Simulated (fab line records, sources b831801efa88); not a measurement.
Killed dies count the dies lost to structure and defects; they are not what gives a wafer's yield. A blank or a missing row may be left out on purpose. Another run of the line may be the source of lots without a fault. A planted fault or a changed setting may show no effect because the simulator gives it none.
fab line records	flow sky130
record: lots: 10	wafers: 30	last-day: 50
route steps=708 shown SONOS_ONO@183 GATE_OXIDE@197 RES_PROTECT@214 POLY_GATE@231 PAD_OPEN@708
lots that met no fault: taken from a fault-free run of the same line
start-h: start of the lot's first displayed wafer, in hours after the record's first day	wait-h: time in hours since the lot's previous step	" unchanged from the row above	L1.1+2: several wafers, shown together as one row	- either no value or no given start	* or withheld: withheld	< > ~ a bound
route shown NAME@n: NAME is a module with steps in the file, n the number in the route of the first one	usual: average and standard deviation across the fault-free wafers	same: alike in all rows	chamber/n: place in a boat	sites: each site's reading	_std_site: how widely they spread, as a standard deviation	_edge_site: outer sites' mean less inner sites'	radius-mm: how far each site lies from the wafer's centre	mask NAME#n: copy n	behind: the most recent tool/chamber to have shaped the wafer	hold: why the lot was held/for how many hours/how that ended	device: names the non-switching transistor (n, p or np)	end of line: the tests these same wafers got at the end of their route	a step without rows: its recipe alone	killed: at the first sort, the dies lost to defects and structure; wafer yield is something else	map: per-die view of a wafer (x killed, . not killed, _ where there is no die)
set.NAME: the setting the step ran with; set.NAME@STEP: the setting that earlier step ran with	model.NAME: the simulator's own value behind a step, which no gauge read
the route's steps for a sample of lots (tables are steps, rows are wafers)
services: from which hour (start-h, from the record's first day; less than 0 if before it) a tool's chamber was out of use, for how many hours, and why
== steps ==
step: SKY_SONOS_ONO_ETCH_15
recipe: target-depth-nm: 19.52	chemistry: CHF3/O2	source-w: 600	bias-w: 200	pressure-mtorr: 40	chf3-flow-sccm: 50	O2_flow_sccm: 5	time-s: 7.8
usual: chamber-pressure-mTorr: 40.00/0.034	drypump-motor-current-A: 5.8/0.39	oes-product-au: 0.993/0.011	throttle-valve-pct: 8.823/0.01
lot.wafer	tool	chamber	start-h	wait-h	chamber-pressure-mTorr	drypump-motor-current-A	oes-product-au	rf-hours-counter-h	throttle-valve-pct
L398.1	rie-diel-03	0	295.95	0.0	39.98	6.4	0.996	4	8.838
L398.5	"	3	"	"	40.00	5.6	0.990	-	8.821
L398.6	"	2	"	"	40.06	4.8	1.006	-	8.830
L399.2	rie-diel-01	3	298.54	0.0	40.00	6.0	0.999	10	8.829
L399.4	"	0	"	"	39.98	5.5	1.001	116	8.818
L399.6	"	3	"	"	40.01	6.0	0.989	-	8.824
L408.3	rie-diel-02	2	374.84	0.0	40.02	5.8	1.000	50	8.837
L408.4	"	3	"	"	39.94	5.3	0.977	0	8.836
L408.5	"	2	"	"	39.99	5.8	1.006	-	8.830
L410.3	rie-diel-01	0	389.99	0.0	40.03	5.5	1.012	0	8.828
L410.4	"	3	"	"	39.98	6.0	1.005	12	8.809
L410.6	"	1	"	"	40.02	6.3	1.000	-	8.829
L412.4	rie-diel-02	3	418.05	0.0	39.99	5.3	0.982	1	8.809
L412.5	"	0	"	"	39.98	6.2	0.977	-	8.822
L412.6	"	3	"	"	40.07	5.3	0.986	-	8.829
L413.1	rie-diel-01	3	423.64	0.0	40.01	6.0	0.997	12	8.825
L413.3	"	2	"	"	39.98	5.4	0.997	71	8.820
L413.5	"	0	"	"	39.98	5.5	1.023	-	8.842
L414.1	rie-diel-02	3	425.74	0.0	39.98	5.3	0.989	1	8.841
L414.3	"	1	"	"	39.99	5.9	0.989	9	8.816
L414.5	"	1	"	"	39.98	5.9	0.985	-	8.819
L415.3	rie-diel-02	3	437.34	0.0	40.00	5.3	0.979	1	8.816
L415.5	"	0	"	"	40.00	6.2	0.983	-	8.800
L415.6	"	3	"	"	40.04	5.3	0.983	-	8.811
L416.1	rie-diel-02	1	447.09	0.0	39.97	5.9	0.974	9	8.811
L416.2	"	3	"	"	40.02	5.3	0.982	1	8.834
L416.3	"	2	"	"	39.97	5.8	0.995	51	8.818
L418.1	rie-diel-02	1	458.99	0.0	39.95	5.9	0.983	10	8.823
L418.3	"	2	"	"	40.03	5.8	0.998	52	8.811
L418.6	"	0	"	"	39.98	6.2	0.980	-	8.811
step: SKY_GATE_OXIDE_OVL_MEAS_10
usual: GATE_OXIDE_OVL: -0.2/1.5
lot.wafer	tool	chamber	start-h	wait-h	GATE_OXIDE_OVL[nm]
L398.1	overlay-01	-	324.28	0.1	0.0
L398.5	"	-	"	"	-2.9
L398.6	"	-	"	"	-0.9
L399.2	overlay-01	-	326.09	0.1	0.7
L399.4	"	-	"	"	-1.0
L399.6	"	-	"	"	-1.6
L408.3	overlay-01	-	406.95	0.1	-0.4
L408.4	"	-	"	"	0.8
L408.5	"	-	"	"	0.7
L410.3	overlay-01	-	422.96	0.1	1.1
L410.4	"	-	"	"	-0.5
L410.6	"	-	"	"	1.6
L412.4	overlay-02	-	451.45	0.1	0.3
L412.5	"	-	"	"	-0.2
L412.6	"	-	"	"	0.9
L413.1	overlay-02	-	456.53	0.1	-1.8
L413.3	"	-	"	"	-1.0
L413.5	"	-	"	"	-1.2
L414.1	overlay-01	-	461.04	0.1	1.2
L414.3	"	-	"	"	1.0
L414.5	"	-	"	"	1.7
L415.3	overlay-02	-	470.70	0.1	-0.4
L415.5	"	-	"	"	0.8
L415.6	"	-	"	"	2.1
L416.1	overlay-02	-	479.68	0.1	-1.4
L416.2	"	-	"	"	1.0
L416.3	"	-	"	"	-0.6
L418.1	overlay-01	-	492.03	0.1	-1.8
L418.3	"	-	"	"	-0.1
L418.6	"	-	"	"	-0.2
step: SKY_RES_PROTECT_STRIP_07
recipe: chemistry: O2/N2	power-w: 1400	pressure-mtorr: 1500	platen-temp-c: withheld	o2-flow-sccm: 3000	n2-flow-sccm: 300	overash-fraction: 0.5
usual: chamber-pressure-mTorr: 1499.9/1.4	drypump-motor-current-A: 6.0/0.34	oes-product-au: 0.518/0.0047	strip-time-to-endpoint-s: 23.33/0.039
lot.wafer	tool	chamber	start-h	wait-h	chamber-pressure-mTorr	drypump-motor-current-A	oes-product-au	rf-hours-counter-h	strip-time-to-endpoint-s
L398.1	plasma-asher-02	1	353.88	0.1	1499.4	6.0	0.528	24	23.30
L398.5	"	0	"	"	1501.2	5.5	0.523	-	23.35
L398.6	"	1	"	"	1499.6	6.0	0.518	-	23.32
L399.2	plasma-asher-03	1	358.23	0.1	1499.7	6.4	0.518	69	23.40
L399.4	"	1	"	"	1502.6	6.4	0.515	-	23.40
L399.6	"	0	"	"	1499.8	6.4	0.517	-	23.40
L408.3	plasma-asher-03	1	441.42	0.1	1498.2	6.4	0.522	-	23.38
L408.4	"	0	"	"	1495.8	6.4	0.507	-	23.36
L408.5	"	1	"	"	1500.7	6.4	0.520	-	23.34
L410.3	plasma-asher-01	0	457.66	0.1	1500.0	5.9	0.515	-	23.39
L410.4	"	1	"	"	1501.7	5.6	0.522	-	23.36
L410.6	"	1	"	"	1500.8	5.6	0.519	-	23.33
L412.4	plasma-asher-01	1	486.97	0.1	1499.4	5.6	0.517	-	23.33
L412.5	"	0	"	"	1498.2	6.0	0.524	-	23.35
L412.6	"	1	"	"	1500.5	5.6	0.510	-	23.30
L413.1	plasma-asher-01	0	491.43	0.1	1501.0	6.0	0.513	60	23.33
L413.3	"	1	"	"	1501.3	5.6	0.518	-	23.34
L413.5	"	0	"	"	1499.4	6.0	0.516	-	23.30
L414.1	plasma-asher-02	0	496.88	0.1	1498.1	5.5	0.526	40	23.30
L414.3	"	1	"	"	1500.8	5.9	0.522	-	23.32
L414.5	"	1	"	"	1499.7	5.9	0.519	-	23.34
L415.3	plasma-asher-03	0	504.77	0.1	1499.8	6.4	0.515	-	23.31
L415.5	"	1	"	"	1498.4	6.4	0.512	-	23.31
L415.6	"	0	"	"	1502.5	6.4	0.517	-	23.29
L416.1	plasma-asher-01	1	513.18	0.1	1500.7	5.6	0.520	62	23.36
L416.2	"	0	"	"	1500.2	6.0	0.514	62	23.32
L416.3	"	0	"	"	1498.1	6.0	0.518	-	23.37
L418.1	plasma-asher-01	1	530.63	0.1	1498.8	5.6	0.519	65	23.31
L418.3	"	0	"	"	1497.1	6.0	0.524	-	23.30
L418.6	"	0	"	"	1499.6	5.9	0.520	-	23.35
step: SKY_POLY_GATE_ETCH_17
recipe: target-depth-nm: 180	stop-on: SiO2	over-etch-frac: 0.56667	chemistry: HBr/Cl2	target: poly-Si	icp-w: 400	bias-w: 100	pressure-mtorr: 10	HBr_flow_sccm: 150	Cl2_flow_sccm: 50	time-s: 70.5
usual: chamber-pressure-mTorr: 10.001/0.0076	drypump-motor-current-A: 5.33/0.24	oes-product-au: 0.988/0.0066	run-length-s: 98.8/0.35	throttle-valve-pct: 33.685/0.0083
lot.wafer	tool	chamber	start-h	wait-h	chamber-pressure-mTorr	drypump-motor-current-A	oes-product-au	rf-hours-counter-h	run-length-s	throttle-valve-pct
L398.1	rie-si-01	0	384.62	0.0	10.015	4.99	0.931	78	107.9	33.671
L398.5	"	1	"	"	9.989	5.58	0.999	-	98.9	33.692
L398.6	"	2	"	"	10.006	5.14	0.982	-	98.9	33.673
L399.2	rie-si-01	1	389.82	0.0	10.005	5.58	0.983	76	99.2	33.687
L399.4	"	0	"	"	10.002	4.98	0.913	78	107.7	33.689
L399.6	"	0	"	"	10.007	5.00	0.919	-	107.6	33.703
L408.3	rie-si-01	0	477.12	0.0	10.007	5.04	0.986	0	99.1	33.698
L408.4	"	2	"	"	10.006	5.14	0.988	50	98.7	33.681
L408.5	"	1	"	"	9.994	5.59	0.999	-	99.4	33.669
L410.3	rie-si-01	2	491.41	0.0	10.000	5.16	0.984	51	98.4	33.676
L410.4	"	0	"	"	10.000	5.01	0.984	0	99.7	33.683
L410.6	"	2	"	"	9.998	5.18	0.989	-	98.8	33.675
L412.4	rie-si-01	2	520.23	0.0	10.016	5.17	0.986	51	98.5	33.677
L412.5	"	0	"	"	9.984	5.00	0.985	-	99.3	33.685
L412.6	"	3	"	"	10.009	5.25	0.978	-	98.3	33.691
L413.1	rie-si-02	1	524.37	0.0	10.008	5.61	0.983	1	98.3	33.695
L413.3	"	3	"	"	10.004	5.58	0.992	1	98.8	33.687
L413.5	"	1	"	"	10.009	5.58	0.994	-	98.5	33.685
L414.1	rie-si-01	1	529.37	0.0	9.987	5.58	0.982	1	98.7	33.695
L414.3	"	0	"	"	9.996	5.01	0.980	1	99.4	33.693
L414.5	"	1	"	"	10.006	5.59	0.987	-	99.0	33.681
L415.3	rie-si-02	0	537.22	0.0	9.999	5.03	0.983	0	99.2	33.667
L415.5	"	0	"	"	9.996	5.02	0.985	-	98.8	33.679
L415.6	"	1	"	"	9.998	5.60	0.984	-	98.2	33.679
L416.1	rie-si-01	0	545.32	0.0	9.996	4.97	0.980	1	99.1	33.699
L416.2	"	3	"	"	9.996	5.25	0.987	3	98.4	33.691
L416.3	"	1	"	"	10.000	5.58	0.980	1	98.9	33.692
L418.1	rie-si-01	2	562.62	0.0	9.983	5.19	0.992	0	98.7	33.689
L418.3	"	0	"	"	9.996	5.04	0.982	1	99.2	33.688
L418.6	"	2	"	"	10.003	5.19	0.998	-	98.4	33.682
step: SKY_POLY_GATE_STRIP_18
recipe: chemistry: O2/N2	power-w: 1400	pressure-mtorr: 1500	platen-temp-c: withheld	o2-flow-sccm: 3000	n2-flow-sccm: 300	overash-fraction: 0.5
usual: chamber-pressure-mTorr: 1500.1/1.4	drypump-motor-current-A: 6.1/0.43	oes-product-au: 0.362/0.0053	strip-time-to-endpoint-s: 3.19/0.044
lot.wafer	tool	chamber	start-h	wait-h	chamber-pressure-mTorr	drypump-motor-current-A	oes-product-au	rf-hours-counter-h	strip-time-to-endpoint-s
L398.1	plasma-asher-02	0	384.67	0.0	1500.7	5.6	0.359	27	3.11
L398.5	"	1	"	"	1501.2	5.9	0.370	-	3.17
L398.6	"	0	"	"	1501.5	5.5	0.360	-	3.24
L399.2	plasma-asher-02	0	389.88	0.0	1498.9	5.5	0.366	28	3.13
L399.4	"	1	"	"	1499.0	5.9	0.348	-	3.06
L399.6	"	0	"	"	1500.1	5.5	0.353	-	3.01
L408.3	plasma-asher-03	0	477.21	0.1	1500.4	6.4	0.362	-	3.13
L408.4	"	1	"	"	1500.6	6.4	0.369	-	3.24
L408.5	"	1	"	"	1501.1	6.4	0.364	-	3.15
L410.3	plasma-asher-04	1	491.50	0.1	1498.9	6.7	0.355	-	3.24
L410.4	"	0	"	"	1500.6	5.4	0.368	-	3.25
L410.6	"	1	"	"	1500.4	6.7	0.369	-	3.25
L412.4	plasma-asher-04	0	520.32	0.1	1498.8	5.3	0.359	-	3.18
L412.5	"	0	"	"	1502.1	5.4	0.355	-	3.17
L412.6	"	1	"	"	1501.3	6.7	0.359	-	3.17
L413.1	plasma-asher-03	1	524.43	0.0	1501.1	6.4	0.362	10	3.18
L413.3	"	0	"	"	1501.4	6.4	0.361	-	3.16
L413.5	"	0	"	"	1499.8	6.4	0.360	-	3.16
L414.1	plasma-asher-02	1	529.42	0.0	1500.9	6.0	0.354	42	3.13
L414.3	"	0	"	"	1497.5	5.5	0.366	-	3.20
L414.5	"	0	"	"	1501.1	5.5	0.353	-	3.10
L415.3	plasma-asher-03	1	537.31	0.1	1499.6	6.4	0.360	-	3.21
L415.5	"	1	"	"	1500.0	6.4	0.362	-	3.19
L415.6	"	0	"	"	1501.0	6.4	0.370	-	3.15
L416.1	plasma-asher-03	0	545.37	0.0	1501.1	6.4	0.364	12	3.17
L416.2	"	1	"	"	1500.4	6.4	0.367	12	3.22
L416.3	"	1	"	"	1499.7	6.4	0.354	-	3.11
L418.1	plasma-asher-04	0	562.68	0.0	1499.6	5.4	0.361	88	3.18
L418.3	"	0	"	"	1498.5	5.4	0.365	-	3.25
L418.6	"	0	"	"	1500.5	5.3	0.362	-	3.17
step: SKY_PAD_OPEN_PROBE_99
usual: killed_at_M0_to_M3: 45/6.8	killed_at_M4_up: 3.0/1.7	killed-at-contacts: 25/5.7	killed-at-front-end: 15/4.6	killed-at-other: 0.3/0.66	killed-dies: 88/9.5	killed-open: 48/7.3	killed-short: 39/6.5
same: gross-dies: 492	killed-at-back-side: 0
lot.wafer	tool	chamber	start-h	wait-h	killed_at_M0_to_M3	killed_at_M4_up	killed-at-contacts	killed-at-front-end	killed-at-other	killed-dies	killed-open	killed-short
L416.1	prober-02	-	1185.91	0.1	40	5	17	9	1	72	27	44
L416.2	prober-02	-	1185.96	0.1	46	2	23	19	0	90	51	38
L416.3	prober-02	-	1186.01	0.2	46	2	28	11	0	87	44	43
killed by level:class
L416.1 VIA1:geometric-particle:open=8 VIA1:geometric-particle:short=8 VIA3:geometric-particle:open=7 CONTACT:geometric-particle:open=6 LOCAL_INTERCONNECT:geometric-particle:short=5 METAL1:geometric-particle:short=5 FIELD_ISO:geometric-particle:short=4 CONTACT:geometric-particle:short=4
L416.2 CONTACT:geometric-particle:open=12 VIA1:geometric-particle:open=10 VIA3:geometric-particle:open=9 FIELD_ISO:geometric-particle:open=5 METAL2:geometric-particle:short=5 VIA2:geometric-particle:short=5 POLY_GATE:geometric-particle:open=4 LI_CONTACT:geometric-particle:open=4
L416.3 CONTACT:geometric-particle:open=14 CONTACT:geometric-particle:short=9 METAL1:geometric-particle:short=8 VIA1:geometric-particle:open=7 VIA1:geometric-particle:short=6 METAL2:geometric-particle:short=5 VIA3:geometric-particle:open=5 FIELD_ISO:geometric-particle:open=4
== services ==
tool	chamber	start-h	hours	kind
rie-si-01	3	283.64	3.0	repair
rie-diel-01	3	303.98	1.4	repair
rie-diel-02	-	308.98	0.2	repair
rie-diel-02	3	310.50	7.9	repair
plasma-asher-01	-	344.45	15.6	pm
plasma-asher-04	-	353.77	3.3	repair
plasma-asher-04	-	391.55	0.3	repair
rie-si-01	0	395.11	5.7	repair
rie-diel-02	-	402.74	0.2	repair
plasma-asher-01	-	415.47	2.5	repair
plasma-asher-03	-	421.25	9.0	pm
rie-diel-01	3	429.63	15.8	repair
plasma-asher-02	-	437.56	1.0	repair
plasma-asher-01	-	440.53	14.6	pm
plasma-asher-03	-	443.76	2.1	repair
plasma-asher-04	-	456.77	1.7	repair
plasma-asher-01	-	458.41	7.9	repair
plasma-asher-04	-	478.29	0.9	repair
rie-diel-02	2	486.40	5.6	repair
plasma-asher-03	-	494.54	0.5	repair
rie-diel-02	-	497.50	2.3	repair
rie-diel-01	3	503.03	8.9	repair
plasma-asher-02	-	515.58	13.3	repair
rie-si-01	-	526.39	0.4	repair
== key ==
first-sign: step: SKY_POLY_GATE_ETCH_17	reading: run-length-s	direction: up	sigmas: 26	usual: *	struck: *
effect: step: SKY_POLY_GATE_ETCH_17	reading: oes-product-au	direction: down	sigmas: 10	usual: 0.988	struck: 0.921
effect: step: SKY_POLY_GATE_STRIP_18	reading: strip-time-to-endpoint-s	direction: down	sigmas: 3	usual: *	struck: *
met-at SKY_POLY_GATE_ETCH_17
struck-lots L398,L399
struck-wafers L398.1,L399.4,L399.6
tester-left-out L398,L399
not-acting-at SKY_SONOS_ONO_ETCH_15,SKY_GATE_OXIDE_OVL_MEAS_10,SKY_RES_PROTECT_STRIP_07
fault: kind: process-parameter-drift	tool: rie-si-01	chamber: 0	onset-h: 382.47	steps: SKY_POLY_GATE_ETCH_17	channel: time-s	offset: *	shape: step	end-h: 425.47	acts-in: *	stated: *
tester-left-out: of these lots the tester's yield and bins aren't shown, on N5 and GAA mostly nor the transistor test; their killed dies are dies lost to structure and defects alone, not to doping, threshold or leakage, so they don't give the yield
